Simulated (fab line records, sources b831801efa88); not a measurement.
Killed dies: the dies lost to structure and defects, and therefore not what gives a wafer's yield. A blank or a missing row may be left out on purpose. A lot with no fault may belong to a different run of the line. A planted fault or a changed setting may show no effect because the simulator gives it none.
Which tool is to blame? | flow sky130 | 12 lots with 36 wafers sampled at 5 steps, on a route of 708 steps

WHAT THE GAUGES READ, wafer by wafer
Not one reading of a measure or inspect step in the record can be checked against a usual standard deviation.

TOOL THAT RAN EACH LOT (tool first, then ch and the chambers of the sampled wafers, then the start)
lot  | SKY_METAL4_SPUTTER_04        | SKY_METAL4_METAL_ETCH_18          | SKY_METAL4_STRIP_19                  | SKY_VIA4_CVD_18               | SKY_PAD_OPEN_PROBE_99
L239 | pvd_sputter-04, day 39 15:59 | rie_metal-01 ch 0,1, day 41 17:31 | plasma_asher-04 ch 0,1, day 41 17:40 | cvd_w-02 ch 0,1, day 42 18:46 | prober-01, day 45 15:55
L240 | pvd_sputter-04, day 40 06:49 | rie_metal-03 ch 0,1, day 42 05:25 | plasma_asher-04 ch 0,1, day 42 05:35 | cvd_w-02 ch 0,1, day 43 06:22 | prober-02, day 46 03:23
L243 | pvd_sputter-04, day 41 11:47 | rie_metal-02 ch 0,1, day 43 11:43 | plasma_asher-02 ch 0,1, day 43 11:53 | cvd_w-02 ch 0, day 44 12:39   | prober-01, day 47 08:14
L244 | pvd_sputter-02, day 41 17:37 | rie_metal-02 ch 1, day 43 15:20   | plasma_asher-01 ch 0, day 43 15:31   | cvd_w-02 ch 0,1, day 44 15:31 | prober-02, day 47 09:14
L247 | pvd_sputter-02, day 42 11:04 | rie_metal-01 ch 1, day 44 08:08   | plasma_asher-01 ch 0,1, day 44 08:19 | cvd_w-02 ch 0,1, day 45 07:38 | prober-02, day 48 01:15
L245 | pvd_sputter-02, day 43 03:56 | rie_metal-01 ch 1, day 45 00:52   | plasma_asher-04 ch 0,1, day 45 01:13 | cvd_w-01 ch 0,1, day 46 00:20 | prober-02, day 48 15:25
L254 | pvd_sputter-02, day 44 12:07 | rie_metal-02 ch 0,1, day 46 08:38 | plasma_asher-02 ch 0, day 46 08:49   | cvd_w-02 ch 0,1, day 47 06:28 | prober-02, day 49 19:10
L255 | pvd_sputter-01, day 44 14:16 | rie_metal-02 ch 0,1, day 46 10:11 | plasma_asher-04 ch 0,1, day 46 10:22 | cvd_w-02 ch 0,1, day 47 08:26 | prober-01, day 49 19:28
L257 | pvd_sputter-04, day 45 09:49 | rie_metal-03 ch 1, day 47 03:55   | plasma_asher-04 ch 0,1, day 47 04:16 | cvd_w-02 ch 0,1, day 48 02:27 | prober-01, day 50 11:08
L258 | pvd_sputter-04, day 45 11:04 | rie_metal-02 ch 0,1, day 47 04:35 | plasma_asher-02 ch 0,1, day 47 04:44 | cvd_w-01 ch 0,1, day 48 02:53 | prober-02, day 50 12:47
L259 | pvd_sputter-04, day 45 13:25 | rie_metal-03 ch 1, day 47 06:49   | plasma_asher-02 ch 0,1, day 47 07:10 | cvd_w-02 ch 0,1, day 48 04:50 | prober-01, day 50 14:08
L260 | pvd_sputter-02, day 45 16:31 | rie_metal-03 ch 1, day 47 10:07   | plasma_asher-01 ch 0,1, day 47 10:25 | cvd_w-02 ch 1, day 48 08:19   | prober-02, day 50 15:56
- SKY_METAL4_SPUTTER_04: material TiN, target thk 70 nm, time 58.3 s.
- SKY_METAL4_METAL_ETCH_18: etches the open film in Cl2/BCl3, stops on SiO2, target depth 845 nm, time 183.1 s.
- SKY_METAL4_STRIP_19: strips in O2/N2.
- SKY_VIA4_CVD_18: deposits W, target thk 505 nm, time 152.14 s.
- SKY_PAD_OPEN_PROBE_99

WHAT THE TOOLS THEMSELVES READ (means of the sampled wafers that have a number; where no wafer has one, the mark that the record gives instead)
SKY_METAL4_SPUTTER_04. Usual: throttle_valve_pct 30.4 %, standard deviation 0.74.
lot  | tool           | throttle_valve_pct (%) | flag
L239 | pvd_sputter-04 | 30.9                   |
L240 | pvd_sputter-04 | 30.3                   |
L243 | pvd_sputter-04 | 30.5                   |
L244 | pvd_sputter-02 | 30.1                   |
L247 | pvd_sputter-02 | 30.8                   |
L245 | pvd_sputter-02 | 30.7                   |
L254 | pvd_sputter-02 | 30.7                   |
L255 | pvd_sputter-01 | 30.1                   |
L257 | pvd_sputter-04 | 29.5                   |
L258 | pvd_sputter-04 | 30.7                   |
L259 | pvd_sputter-04 | 30.2                   |
L260 | pvd_sputter-02 | 30.7                   |

SKY_METAL4_METAL_ETCH_18. Usual: drypump_motor_current_A 5.88 A, standard deviation 0.24; oes_product_au 0.865 a.u., standard deviation 0.0057; throttle_valve_pct 22.265 %, standard deviation 0.0087.
lot  | tool         | drypump_motor_current_A (A) | oes_product_au (a.u.) | throttle_valve_pct (%) | flag
L239 | rie_metal-01 | 5.67                        | 0.863                 | 22.267                 |
L240 | rie_metal-03 | 5.99                        | 0.868                 | 22.273                 |
L243 | rie_metal-02 | 5.68                        | 0.869                 | 22.266                 |
L244 | rie_metal-02 | 5.85                        | 0.862                 | 22.268                 |
L247 | rie_metal-01 | 6.19                        | 0.863                 | 22.269                 |
L245 | rie_metal-01 | 6.16                        | 0.867                 | 22.268                 |
L254 | rie_metal-02 | 5.69                        | 0.861                 | 22.254                 |
L255 | rie_metal-02 | 5.70                        | 0.863                 | 22.276                 |
L257 | rie_metal-03 | 5.97                        | 0.871                 | 22.261                 |
L258 | rie_metal-02 | 5.68                        | 0.856                 | 22.265                 |
L259 | rie_metal-03 | 5.99                        | 0.866                 | 22.265                 |
L260 | rie_metal-03 | 5.97                        | 0.868                 | 22.268                 |

SKY_METAL4_STRIP_19. Usual: drypump_motor_current_A 6.1 A, standard deviation 0.48; oes_product_au 0.504 a.u., standard deviation 0.0056; strip_time_to_endpoint_s 6.56 s, standard deviation 0.07.
lot  | tool            | drypump_motor_current_A (A) | oes_product_au (a.u.) | strip_time_to_endpoint_s (s) | flag
L239 | plasma_asher-04 | 5.9                         | 0.502                 | 6.54                         |
L240 | plasma_asher-04 | 5.9                         | 0.504                 | 6.63                         |
L243 | plasma_asher-02 | 6.5                         | 0.499                 | 6.49                         |
L244 | plasma_asher-01 | 5.4                         | 0.499                 | 6.54                         |
L247 | plasma_asher-01 | 5.8                         | 0.503                 | 6.49                         |
L245 | plasma_asher-04 | 5.8                         | 0.500                 | 6.54                         |
L254 | plasma_asher-02 | 6.6                         | 0.504                 | 6.53                         |
L255 | plasma_asher-04 | 5.9                         | 0.499                 | 6.56                         |
L257 | plasma_asher-04 | 5.9                         | 0.508                 | 6.69                         |
L258 | plasma_asher-02 | 6.5                         | 0.498                 | 6.57                         |
L259 | plasma_asher-02 | 6.5                         | 0.506                 | 6.60                         |
L260 | plasma_asher-01 | 5.8                         | 0.503                 | 6.54                         |

SKY_VIA4_CVD_18. Usual: heater_power_w 980 W, standard deviation 85.
lot  | tool     | heater_power_w (W) | flag
L239 | cvd_w-02 | 1008               |
L240 | cvd_w-02 | 998                |
L243 | cvd_w-02 | 977                |
L244 | cvd_w-02 | 1007               |
L247 | cvd_w-02 | 1022               |
L245 | cvd_w-01 | 872                |
L254 | cvd_w-02 | 1012               |
L255 | cvd_w-02 | 1050               |
L257 | cvd_w-02 | 1002               |
L258 | cvd_w-01 | 876                |
L259 | cvd_w-02 | 1002               |
L260 | cvd_w-02 | 1078               |

SKY_PAD_OPEN_PROBE_99. Usual: defect_limited_yield 82.8 %, standard deviation 1.9; killed_at_M0_to_M3 42, standard deviation 6.9; killed_at_M4_up 3.2, standard deviation 1.7; killed_at_contacts 23, standard deviation 5.5; killed_at_front_end 16, standard deviation 4; killed_at_other 0.4, standard deviation 0.55; killed_dies 85, standard deviation 9.2; killed_open 46, standard deviation 6.8; killed_short 38, standard deviation 6.2; sort_bin_3_pad_short 0.9 %, standard deviation 0.4; sort_bin_5_function 10.2 %, standard deviation 1.5; sort_bin_6_memory 6.2 %, standard deviation 1.1; sort_n_pass 407, standard deviation 9.2; sort_yield_pct 82.8 %, standard deviation 1.9.
lot  | tool      | defect_limited_yield (%) | killed_at_M0_to_M3 | killed_at_M4_up | killed_at_contacts | killed_at_front_end | killed_at_other | killed_dies | killed_open | killed_short | sort_bin_3_pad_short (%) | sort_bin_5_function (%) | sort_bin_6_memory (%) | sort_n_pass | sort_yield_pct (%) | flag
L239 | prober-01 | 80.4                     | 49                 | 4.0             | 27                 | 16                  | 0.0             | 96          | 49          | 48           | 1.3                      | 10.7                    | 7.5                   | 396         | 80.4               |
L240 | prober-02 | 84.8                     | 36                 | 3.0             | 21                 | 14                  | 1.0             | 75          | 38          | 37           | 0.7                      | 8.9                     | 5.7                   | 417         | 84.8               |
L243 | prober-01 | 82.8                     | 37                 | 4.7             | 25                 | 17                  | 0.7             | 85          | 44          | 40           | 0.8                      | 9.7                     | 6.6                   | 407         | 82.8               |
L244 | prober-02 | 72.4                     | 36                 | 60.0            | 20                 | 19                  | 0.3             | 136         | 40          | 37           | 4.7                      | 17.2                    | 5.7                   | 356         | 72.4               | OFF
L247 | prober-02 | 75.5                     | 37                 | 51.7            | 23                 | 9                   | 0.3             | 121         | 42          | 30           | 3.9                      | 14.6                    | 6.0                   | 371         | 75.5               | OFF
L245 | prober-02 | 82.5                     | 49                 | 1.3             | 15                 | 20                  | 0.0             | 86          | 47          | 38           | 1.0                      | 9.4                     | 7.1                   | 406         | 82.5               |
L254 | prober-02 | 82.1                     | 44                 | 4.7             | 25                 | 14                  | 0.3             | 88          | 51          | 36           | 0.6                      | 10.9                    | 6.4                   | 404         | 82.1               |
L255 | prober-01 | 83.4                     | 47                 | 3.0             | 19                 | 13                  | 0.0             | 82          | 44          | 37           | 0.7                      | 9.9                     | 6.0                   | 410         | 83.4               |
L257 | prober-01 | 82.0                     | 48                 | 3.7             | 21                 | 15                  | 0.0             | 88          | 46          | 42           | 0.8                      | 10.7                    | 6.5                   | 404         | 82.0               |
L258 | prober-02 | 82.6                     | 47                 | 3.0             | 21                 | 14                  | 0.3             | 85          | 44          | 41           | 0.5                      | 10.9                    | 6.0                   | 407         | 82.6               |
L259 | prober-01 | 83.7                     | 42                 | 3.7             | 20                 | 15                  | 0.3             | 80          | 46          | 34           | 1.1                      | 9.7                     | 5.5                   | 412         | 83.7               |
L260 | prober-02 | 83.6                     | 38                 | 3.3             | 22                 | 17                  | 1.3             | 81          | 44          | 36           | 1.0                      | 9.8                     | 5.6                   | 411         | 83.6               |

THE ANSWER, worked out from the rows above alone
Rule: a lot counts as off when the mean over its wafers that have a number is more than 3 standard deviations away from the usual mean. A lot without any number at a reading at which 4 lots or more have one is off too. Any other lot the step has rows for is counted as sound. The gauges are gone through in route order, then the tools' own readings, and for those a lot's mean is taken as printed above. The first step at which some lot is off is used, and at that step the reading that is off furthest; a lot without a number counts as furthest.
Off: L244, L247, at SKY_PAD_OPEN_PROBE_99 (killed_at_M4_up).
If a tool, at that step or one of the process steps before it, ran each lot that is off and ran no sound lot following the first of them, it fits. Of those tried, none fits.

WHAT THE SIMULATOR HAD INSERTED
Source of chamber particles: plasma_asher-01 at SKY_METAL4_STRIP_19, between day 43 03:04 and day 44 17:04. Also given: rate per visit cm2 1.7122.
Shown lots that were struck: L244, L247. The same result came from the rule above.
